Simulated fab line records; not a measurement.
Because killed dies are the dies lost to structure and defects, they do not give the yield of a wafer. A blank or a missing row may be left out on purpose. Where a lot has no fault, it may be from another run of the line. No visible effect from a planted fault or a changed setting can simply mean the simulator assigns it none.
fab line records    flow sfq-line
record lots=7  wafers=21  last-day=81
route steps=325 shown I6@270 M7@281
lots that met no fault: from a run of the same line without faults
start-h: hours from the record's first day to the start of the lot's first wafer shown    wait-h: how many hours have passed since the lot's step before this one    " same as the row above    L1.1+2: one row covering several wafers at once    - value missing, or start not given    * or withheld: withheld    < > ~ a bound
route shown NAME@n: a module of which the file shows steps, and the number in the route of the first    usual: the fault-free wafers' mean and standard deviation    same: alike in all rows    chamber/n: place in a boat    sites: readings site by site    _std_site: the values' standard deviation    _edge_site: the outer-site mean with the inner-site mean subtracted    radius-mm: how far each site lies from the wafer's centre    mask NAME#n: copy n    behind: the tool/chamber that last shaped the wafer    hold: reason for holding the lot/hours on hold/outcome of the hold    device: names the non-switching transistor (n, p or np)    end of line: at the end of the route, the tests of the same wafers    step lacking rows: just its recipe    killed: dies that structure and defects cost at the first sort, which is not the same as the wafer's yield    map: the dies of a wafer, with x for killed, . for not killed, _ for no die there
set.NAME: setting as actually run; set.NAME@STEP: the setting as run at that earlier step    model.NAME: the simulator's own value behind a step, which no gauge read
lots at some steps of the route; a table a step, a row a wafer
services: the hour from which a tool's chamber was out of use, counted from the record's first day as start-h (under 0 if before that day), plus the number of hours and why
## steps
# step SFQ_TRILAYER_I6_VIA_LITHO_COAT_174
# recipe resist=BARC  spin-rpm=3000  resist-thk-nm=62
# step SFQ_TRILAYER_I6_VIA_LITHO_COAT_169
# recipe resist=KrF  spin-rpm=3000  resist-thk-nm=650
# step SFQ_TRILAYER_I6_VIA_LITHO_SOFTBAKE_173
# recipe temp-c=withheld  time-s=withheld  resist=KrF
# step SFQ_TRILAYER_I6_VIA_LITHO_EXPOSE_170
# recipe mask-id=I6  na=0.6  source-shape=conventional  sigma-outer=0.65  target-cd-nm=700  dose-mj=21.3
# step SFQ_TRILAYER_I6_VIA_LITHO_PEB_172
# recipe peb-temp-c=115  peb-time-s=60  resist=KrF
# step SFQ_TRILAYER_I6_VIA_LITHO_DEVELOP_171
# recipe time-s=60  resist=KrF
# step SFQ_I6_OVL_MEAS_942
# usual I6_OVL=3/4
lot.wafer  tool        chamber  start-h  wait-h  I6_OVL[nm]
L448.1     overlay-02  -        1552.25  0.1     3
L448.2     "           -        "        "       4
L448.6     "           -        "        "       4
L450.3     overlay-01  -        1555.90  0.1     4
L450.5     "           -        "        "       5
L450.6     "           -        "        "       2
L455.1     overlay-01  -        1595.46  0.1     2
L455.5     "           -        "        "       6
L455.6     "           -        "        "       4
L456.2     overlay-01  -        1596.67  0.1     -1
L456.4     "           -        "        "       -3
L456.6     "           -        "        "       2
L457.3     overlay-01  -        1597.87  0.1     -1
L457.4     "           -        "        "       6
L457.6     "           -        "        "       3
L464.2     overlay-02  -        1751.74  0.1     3
L464.3     "           -        "        "       2
L464.6     "           -        "        "       -1
L467.1     overlay-01  -        1763.54  0.1     2
L467.4     "           -        "        "       0
L467.6     "           -        "        "       3
# step SFQ_TRILAYER_I6_VIA_BARC_OPEN_VIA_ETCH_235
# recipe mask-material=PR  chemistry=O2  target-depth-nm=125  target=BARC  source-w=500  bias-w=80  pressure-mtorr=30  time-s=41.7
# usual drypump-motor-current-A=5.6/0.52  oes-product-au=0.685/0.0047
lot.wafer  tool         chamber  start-h  wait-h  drypump-motor-current-A  oes-product-au  rf-hours-counter-h
L448.1     rie-diel-02  2        1552.29  0.0     5.5                      0.696           17
L448.2     "            0        "        "       5.9                      0.692           14
L448.6     "            1        "        "       6.4                      0.699           -
L450.3     rie-diel-01  1        1555.93  0.0     6.0                      0.680           16
L450.5     "            0        "        "       4.8                      0.679           -
L450.6     "            3        "        "       4.8                      0.685           -
L455.1     rie-diel-03  0        1595.50  0.0     5.3                      0.684           4
L455.5     "            0        "        "       5.2                      0.683           -
L455.6     "            3        "        "       6.3                      0.683           -
L456.2     rie-diel-02  1        1596.70  0.0     6.4                      0.683           11
L456.4     "            0        "        "       5.9                      0.689           14
L456.6     "            0        "        "       5.9                      0.690           -
L457.3     rie-diel-01  2        1597.90  0.0     5.5                      0.681           14
L457.4     "            2        "        "       5.5                      0.686           -
L457.6     "            0        "        "       4.8                      0.687           -
L464.2     rie-diel-02  2        1751.77  0.0     5.5                      0.692           18
L464.3     "            3        "        "       5.4                      0.683           1
L464.6     "            0        "        "       5.9                      0.695           -
L467.1     rie-diel-02  3        1763.57  0.0     5.4                      0.685           1
L467.4     "            0        "        "       5.9                      0.680           16
L467.6     "            1        "        "       6.4                      0.685           -
# step SFQ_TRILAYER_I6_VIA_ETCH_VIA_ETCH_172
# recipe target=SiO2  stop-on=Nb  mask-material=PR  taper-deg=20  chemistry=CHF3  target-depth-nm=260  source-w=500  bias-w=80  pressure-mtorr=30  time-s=withheld
# usual drypump-motor-current-A=5.6/0.52  oes-product-au=0.854/0.0049
lot.wafer  tool         chamber  start-h  wait-h  drypump-motor-current-A  oes-product-au
L448.1     rie-diel-02  2        1552.33  0.0     5.5                      0.861
L448.2     "            0        "        "       5.9                      0.853
L448.6     "            1        "        "       6.4                      0.859
L450.3     rie-diel-01  1        1555.97  0.0     5.9                      0.848
L450.5     "            0        "        "       4.8                      0.853
L450.6     "            3        "        "       4.8                      0.854
L455.1     rie-diel-03  0        1595.54  0.0     5.3                      0.850
L455.5     "            0        "        "       5.3                      0.846
L455.6     "            3        "        "       6.2                      0.862
L456.2     rie-diel-02  1        1596.74  0.0     6.4                      0.853
L456.4     "            0        "        "       5.9                      0.859
L456.6     "            0        "        "       5.9                      0.857
L457.3     rie-diel-01  2        1597.94  0.0     5.5                      0.861
L457.4     "            2        "        "       5.5                      0.854
L457.6     "            0        "        "       4.8                      0.856
L464.2     rie-diel-02  2        1751.81  0.0     5.5                      0.847
L464.3     "            3        "        "       5.4                      0.852
L464.6     "            0        "        "       5.9                      0.849
L467.1     rie-diel-02  3        1763.61  0.0     5.4                      0.848
L467.4     "            0        "        "       5.9                      0.854
L467.6     "            1        "        "       6.4                      0.855
# step SFQ_TRILAYER_I6_VIA_STRIP_STRIP_173
# recipe gas=O2  power-w=200  platen-temp-c=40  overash-fraction=0.65  chemistry=O2  pressure-mtorr=50
# usual drypump-motor-current-A=5.9/0.38  oes-product-au=1.002/0.008
lot.wafer  tool          chamber  start-h  wait-h  drypump-motor-current-A  oes-product-au  rf-hours-counter-h
L448.1     rie-metal-03  1        1552.44  -       6.3                      1.001           43
L448.2     "             0        "        "       5.7                      1.016           57
L448.6     "             1        "        "       6.3                      1.010           -
L450.3     rie-metal-04  0        1556.28  -       5.3                      1.007           -
L450.5     "             0        "        "       5.2                      1.002           -
L450.6     "             1        "        "       5.8                      1.013           -
L455.1     rie-metal-03  1        1595.65  -       6.3                      0.997           48
L455.5     "             0        "        "       5.8                      1.008           -
L455.6     "             1        "        "       6.3                      1.013           -
L456.2     rie-metal-04  0        1596.85  -       5.3                      1.006           8
L456.4     "             0        "        "       5.2                      1.015           -
L456.6     "             0        "        "       5.2                      1.003           -
L457.3     rie-metal-03  1        1598.25  -       6.3                      1.002           -
L457.4     "             0        "        "       5.8                      1.009           -
L457.6     "             1        "        "       6.3                      1.013           -
L464.2     rie-metal-04  1        1751.93  -       5.8                      0.996           92
L464.3     "             1        "        "       5.8                      0.996           -
L464.6     "             0        "        "       5.3                      0.993           -
L467.1     rie-metal-02  1        1763.73  -       6.2                      0.991           67
L467.4     "             1        "        "       6.2                      0.983           -
L467.6     "             1        "        "       6.2                      1.002           -
# step SFQ_TRILAYER_I6_VIA_STRIP_SOLV_CLEAN_174
# recipe chemistry=NMP  temp-c=70  time-s=600
# step SFQ_TRILAYER_M7_DEP_PRE_CLEAN_176
# recipe gas=Ar  time-s=22.5  bias-v=250
# step SFQ_TRILAYER_M7_DEP_SPUTTER_175
# recipe material=Nb  base-pressure-pa=1.33e-06  chamber-pressure-pa=0.1333  substrate-temp-c=20  target-thk-nm=200  power-w=2000  time-s=133.3
# usual base-pressure-pa=1.32e-06/7.9e-08  cathode-dc-power-W=2000.0/0.41  throttle-valve-pct=30.1/0.58
lot.wafer  tool            chamber  start-h  wait-h  base-pressure-pa  cathode-dc-power-W  throttle-valve-pct
L448.1     pvd-sputter-03  -        1553.24  0.0     1.32e-06          1999.8              29.7
L448.2     "               -        "        "       1.31e-06          1999.1              29.9
L448.6     "               -        "        "       1.38e-06          2000.7              30.6
L450.3     pvd-sputter-06  -        1557.06  0.0     1.21e-06          2000.0              29.7
L450.5     "               -        "        "       1.18e-06          2000.2              29.0
L450.6     "               -        "        "       1.29e-06          1999.6              29.4
L455.1     pvd-sputter-06  -        1596.45  0.0     -                 -                   -
L455.5     "               -        "        "       -                 -                   -
L455.6     "               -        "        "       -                 -                   -
L456.2     pvd-sputter-05  -        1597.65  0.0     -                 -                   -
L456.4     "               -        "        "       -                 -                   -
L456.6     "               -        "        "       -                 -                   -
L457.3     pvd-sputter-03  -        1598.85  0.0     -                 -                   -
L457.4     "               -        "        "       -                 -                   -
L457.6     "               -        "        "       -                 -                   -
L464.2     pvd-sputter-05  -        1752.75  0.0     1.31e-06          1999.8              31.2
L464.3     "               -        "        "       1.28e-06          2000.3              30.1
L464.6     "               -        "        "       1.3e-06           2000.0              30.4
L467.1     pvd-sputter-06  -        1765.15  0.0     1.31e-06          1999.5              30.2
L467.4     "               -        "        "       1.3e-06           2000.3              29.2
L467.6     "               -        "        "       1.38e-06          2000.2              30.3
# step SFQ_M7_RS_MEAS_943
# recipe thk-meas-gauge=four-point-probe  reads=Nb_of_TRILAYER_M7_DEP_SPUTTER_175
# usual M7_NB_RS=0.890/0.011
lot.wafer  tool           chamber  start-h  wait-h  M7_NB_RS[ohm/sq]
L448.1     film-metro-03  -        1553.34  0.0     0.888
L448.2     "              -        "        "       0.892
L448.6     "              -        "        "       0.888
L450.3     film-metro-04  -        1557.19  0.1     0.872
L450.5     "              -        "        "       0.882
L450.6     "              -        "        "       0.882
L455.1     film-metro-03  -        1596.54  0.0     -
L455.5     "              -        "        "       -
L455.6     "              -        "        "       -
L456.2     film-metro-04  -        1597.76  0.1     -
L456.4     "              -        "        "       -
L456.6     "              -        "        "       -
L457.3     film-metro-03  -        1598.98  0.1     -
L457.4     "              -        "        "       -
L457.6     "              -        "        "       -
L464.2     film-metro-01  -        1752.86  0.1     0.921
L464.3     "              -        "        "       0.907
L464.6     "              -        "        "       0.901
L467.1     film-metro-03  -        1765.24  0.0     0.881
L467.4     "              -        "        "       0.893
L467.6     "              -        "        "       0.892
# step SFQ_TRILAYER_M7_LITHO_COAT_182
# recipe resist=BARC  spin-rpm=3000  resist-thk-nm=62
# step SFQ_TRILAYER_M7_LITHO_COAT_177
# recipe resist=KrF  spin-rpm=3000  resist-thk-nm=600
# step SFQ_TRILAYER_M7_LITHO_SOFTBAKE_181
# recipe temp-c=withheld  time-s=withheld  resist=KrF
# step SFQ_TRILAYER_M7_LITHO_EXPOSE_178
# recipe mask-id=M7  na=0.6  source-shape=conventional  sigma-outer=0.65  target-cd-nm=500  dose-mj=14.4
# step SFQ_TRILAYER_M7_LITHO_PEB_180
# recipe peb-temp-c=115  peb-time-s=60  resist=KrF
# step SFQ_TRILAYER_M7_LITHO_DEVELOP_179
# recipe time-s=60  resist=KrF
# step SFQ_M7_OVL_MEAS_945
# usual M7_OVL=1/6.1
lot.wafer  tool        chamber  start-h  wait-h  M7_OVL[nm]
L448.1     overlay-02  -        1648.06  0.1     3
L448.2     "           -        "        "       3
L448.6     "           -        "        "       2
L450.3     overlay-02  -        1652.88  0.1     -1
L450.5     "           -        "        "       -3
L450.6     "           -        "        "       -2
L455.1     overlay-01  -        1686.59  0.1     0
L455.5     "           -        "        "       10
L455.6     "           -        "        "       6
L456.2     overlay-01  -        1687.79  0.1     1
L456.4     "           -        "        "       -11
L456.6     "           -        "        "       -9
L457.3     overlay-02  -        1689.00  0.1     -14
L457.4     "           -        "        "       -6
L457.6     "           -        "        "       -10
L464.2     overlay-02  -        1839.11  0.1     4
L464.3     "           -        "        "       2
L464.6     "           -        "        "       0
L467.1     overlay-01  -        1848.70  0.1     6
L467.4     "           -        "        "       12
L467.6     "           -        "        "       8
# step SFQ_TRILAYER_M7_BARC_OPEN_METAL_ETCH_229
# recipe mask-material=PR  chemistry=O2  target-depth-nm=125  target=BARC  icp-w=600  bias-w=80  pressure-mtorr=10  time-s=41.7
# usual drypump-motor-current-A=5.74/0.28  oes-product-au=0.685/0.0043
lot.wafer  tool          chamber  start-h  wait-h  drypump-motor-current-A  oes-product-au  rf-hours-counter-h
L448.1     rie-metal-04  0        1648.10  0.0     5.27                     0.690           15
L448.2     "             1        "        "       5.85                     0.694           78
L448.6     "             1        "        "       5.83                     0.691           -
L450.3     rie-metal-04  0        1652.92  0.0     5.26                     0.680           -
L450.5     "             0        "        "       5.26                     0.679           -
L450.6     "             1        "        "       5.83                     0.690           -
L455.1     rie-metal-01  1        1686.62  0.0     5.82                     0.683           71
L455.5     "             1        "        "       5.82                     0.687           -
L455.6     "             0        "        "       5.72                     0.685           -
L456.2     rie-metal-03  0        1687.82  0.0     5.74                     0.682           74
L456.4     "             1        "        "       6.32                     0.689           -
L456.6     "             0        "        "       5.74                     0.679           -
L457.3     rie-metal-01  0        1689.06  0.1     5.70                     0.691           -
L457.4     "             0        "        "       5.70                     0.694           -
L457.6     "             0        "        "       5.70                     0.688           -
L464.2     rie-metal-01  1        1839.14  0.0     5.82                     0.680           88
L464.3     "             1        "        "       5.83                     0.677           -
L464.6     "             1        "        "       5.79                     0.687           -
L467.1     rie-metal-04  0        1848.74  0.0     5.21                     0.684           40
L467.4     "             0        "        "       5.22                     0.684           -
L467.6     "             1        "        "       5.83                     0.681           -
# step SFQ_TRILAYER_M7_ETCH_METAL_ETCH_180
# recipe target=Nb  stop-on=SiO2  mask-material=PR  chemistry=Cl2/Ar  target-depth-nm=240  icp-w=600  bias-w=80  pressure-mtorr=10  time-s=120
# usual drypump-motor-current-A=5.74/0.28  oes-product-au=0.894/0.0078
lot.wafer  tool          chamber  start-h  wait-h  drypump-motor-current-A  oes-product-au  rf-hours-counter-h
L448.1     rie-metal-04  0        1648.16  0.0     5.26                     0.894           15
L448.2     "             1        "        "       5.83                     0.894           78
L448.6     "             1        "        "       5.85                     0.888           -
L450.3     rie-metal-04  0        1653.00  0.1     5.26                     0.902           -
L450.5     "             0        "        "       5.23                     0.893           -
L450.6     "             1        "        "       5.84                     0.904           -
L455.1     rie-metal-01  1        1686.68  0.0     5.84                     0.386           71
L455.5     "             1        "        "       5.82                     0.372           -
L455.6     "             0        "        "       5.69                     0.370           -
L456.2     rie-metal-03  0        1687.88  0.0     5.76                     0.377           74
L456.4     "             1        "        "       6.33                     0.375           -
L456.6     "             0        "        "       5.76                     0.377           -
L457.3     rie-metal-01  0        1689.23  0.1     5.70                     0.376           -
L457.4     "             0        "        "       5.71                     0.377           -
L457.6     "             0        "        "       5.71                     0.374           -
L464.2     rie-metal-01  1        1839.20  0.0     5.77                     0.876           88
L464.3     "             1        "        "       5.80                     0.893           -
L464.6     "             1        "        "       5.78                     0.890           -
L467.1     rie-metal-04  0        1848.80  0.0     5.25                     0.898           40
L467.4     "             0        "        "       5.23                     0.892           -
L467.6     "             1        "        "       5.85                     0.893           -
# step SFQ_TRILAYER_M7_STRIP_STRIP_181
# recipe gas=O2  power-w=200  platen-temp-c=40  overash-fraction=0.65  chemistry=O2  pressure-mtorr=50
# usual drypump-motor-current-A=5.74/0.28  oes-product-au=1.002/0.0067
lot.wafer  tool          chamber  start-h  wait-h  drypump-motor-current-A  oes-product-au  rf-hours-counter-h
L448.1     rie-metal-04  0        1648.28  0.1     5.21                     0.998           15
L448.2     "             1        "        "       5.83                     1.010           78
L448.6     "             1        "        "       5.82                     1.002           -
L450.3     rie-metal-04  0        1653.28  0.2     5.25                     0.996           -
L450.5     "             0        "        "       5.24                     1.002           -
L450.6     "             1        "        "       5.84                     1.004           -
L455.1     rie-metal-01  1        1686.81  0.1     5.79                     1.002           71
L455.5     "             1        "        "       5.80                     0.998           -
L455.6     "             0        "        "       5.72                     1.007           -
L456.2     rie-metal-03  0        1688.01  0.1     5.74                     0.995           74
L456.4     "             1        "        "       6.32                     0.992           -
L456.6     "             0        "        "       5.74                     0.990           -
L457.3     rie-metal-01  0        1689.79  0.5     5.71                     1.002           -
L457.4     "             0        "        "       5.69                     1.005           -
L457.6     "             0        "        "       5.69                     1.005           -
L464.2     rie-metal-01  1        1839.32  0.1     5.80                     1.008           88
L464.3     "             1        "        "       5.81                     1.012           -
L464.6     "             1        "        "       5.83                     0.997           -
L467.1     rie-metal-04  0        1848.92  0.1     5.23                     0.996           40
L467.4     "             0        "        "       5.24                     0.981           -
L467.6     "             1        "        "       5.85                     1.004           -
## services
tool          chamber  start-h  hours  kind
rie-metal-03  -        1540.31  0.3    repair
rie-diel-01   -        1546.56  2.8    pm
rie-diel-01   1        1596.74  4.4    repair
rie-diel-01   2        1600.44  3.6    repair
rie-metal-01  -        1611.24  4.3    pm
rie-diel-02   0        1654.53  3.7    repair
rie-metal-04  -        1684.78  4.3    pm
rie-metal-01  1        1688.84  26.0   repair
rie-diel-02   2        1689.63  1.3    repair
rie-metal-03  0        1721.10  15.2   repair
rie-metal-03  -        1730.47  0.7    repair
rie-diel-02   -        1757.39  0.8    repair
rie-metal-04  0        1766.39  15.0   repair
rie-metal-03  1        1775.04  10.2   repair
rie-diel-02   2        1778.52  7.3    repair
rie-metal-03  0        1798.78  15.3   repair
rie-diel-01   1        1804.66  11.2   repair
rie-diel-01   0        1805.79  8.8    repair
rie-diel-02   -        1814.72  0.3    repair
rie-diel-02   0        1816.01  3.9    repair
rie-metal-04  -        1825.67  1.4    pm
rie-metal-03  -        1839.02  0.4    repair
rie-metal-03  1        1842.13  19.4   repair
rie-metal-04  -        1845.34  1.2    repair
## key
first-sign step=SFQ_TRILAYER_M7_DEP_SPUTTER_175  reading=tool-record  direction=missing
effect step=SFQ_M7_RS_MEAS_943  reading=M7_NB_RS  direction=missing
effect step=SFQ_TRILAYER_M7_ETCH_METAL_ETCH_180  reading=oes-product-au  direction=down  sigmas=66  usual=0.894  struck=0.376
met-at SFQ_TRILAYER_M7_DEP_SPUTTER_175
struck-wafers L455.1,L455.5,L455.6,L456.2,L456.4,L456.6,L457.3,L457.4,L457.6
onset-between 1557.06 1596.45
fault kind=skipped-step-whole  tool=pvd-sputter-03,pvd-sputter-05,pvd-sputter-06  chamber=-  onset-h=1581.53  steps=SFQ_TRILAYER_M7_DEP_SPUTTER_175  scope=struck-lots-only
